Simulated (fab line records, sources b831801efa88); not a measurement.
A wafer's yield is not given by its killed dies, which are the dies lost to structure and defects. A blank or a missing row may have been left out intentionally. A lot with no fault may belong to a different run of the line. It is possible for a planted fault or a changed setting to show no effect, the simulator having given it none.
Matching of chambers || flow gf180mcu || GF_V5_CMP_04 on cmp-01: 4 sister chambers
The step polishes SiO2. 4 wafers are shown with their chamber, then 12 later ones without.

## EACH WAFER AND ITS CHAMBER
{"wafer": "L088.4", "chamber": 2, "motor-current-A (A)": 11.9}
{"wafer": "L088.5", "chamber": 0, "motor-current-A (A)": 12.1}
{"wafer": "L089.2", "chamber": 1, "motor-current-A (A)": 10.6}
{"wafer": "L089.6", "chamber": 3, "motor-current-A (A)": 10.4}

## WAFERS MISSING THEIR CHAMBER
{"wafer": "L091.2", "motor-current-A (A)": 12.3}
{"wafer": "L091.4", "motor-current-A (A)": 12.0}
{"wafer": "L091.5", "motor-current-A (A)": 13.4}
{"wafer": "L093.3", "motor-current-A (A)": 11.7}
{"wafer": "L093.4", "motor-current-A (A)": 10.4}
{"wafer": "L093.6", "motor-current-A (A)": 10.3}
{"wafer": "L093.1", "motor-current-A (A)": 10.2}
{"wafer": "L093.2", "motor-current-A (A)": 12.3}
{"wafer": "L093.5", "motor-current-A (A)": 12.2}
{"wafer": "L097.2", "motor-current-A (A)": 10.3}
{"wafer": "L097.4", "motor-current-A (A)": 10.8}
{"wafer": "L097.5", "motor-current-A (A)": 10.5}

## EACH ONE'S CHAMBER
{"wafer": "L091.2", "from the rows above": "can't be placed: 0 or 2", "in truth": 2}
{"wafer": "L091.4", "from the rows above": "can't be placed: 0 or 2", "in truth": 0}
{"wafer": "L091.5", "from the rows above": "can't be placed: 0 or 2", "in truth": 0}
{"wafer": "L093.3", "from the rows above": "can't be placed: 2 or 0", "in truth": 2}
{"wafer": "L093.4", "from the rows above": "can't be placed: 3 or 1", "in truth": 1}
{"wafer": "L093.6", "from the rows above": "can't be placed: 3 or 1", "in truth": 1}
{"wafer": "L093.1", "from the rows above": "can't be placed: 3 or 1", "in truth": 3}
{"wafer": "L093.2", "from the rows above": "can't be placed: 0 or 2", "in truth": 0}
{"wafer": "L093.5", "from the rows above": "can't be placed: 0 or 2", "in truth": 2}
{"wafer": "L097.2", "from the rows above": "can't be placed: 3 or 1", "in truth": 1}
{"wafer": "L097.4", "from the rows above": "can't be placed: 1 or 3", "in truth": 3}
{"wafer": "L097.5", "from the rows above": "can't be placed: 1 or 3", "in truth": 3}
Correctly placed: 0 of 12. These rows do not allow placing 12 (true chamber among the candidates in 12). Wrongly placed: 0.
How it was worked out, from the rows above alone: a wafer's distance from a chamber is the root of the sum, over the readings, of the square of ((its reading less the chamber's mean) divided by the reading's scatter). The wafer belongs to the nearest chamber; if the next one is less than 2 further off, it can't be placed. Each chamber's mean is taken over the wafers shown for it. The scatter: with one shown wafer a chamber, the root of the mean of the squares of how far each hidden wafer lies from its nearest shown one.
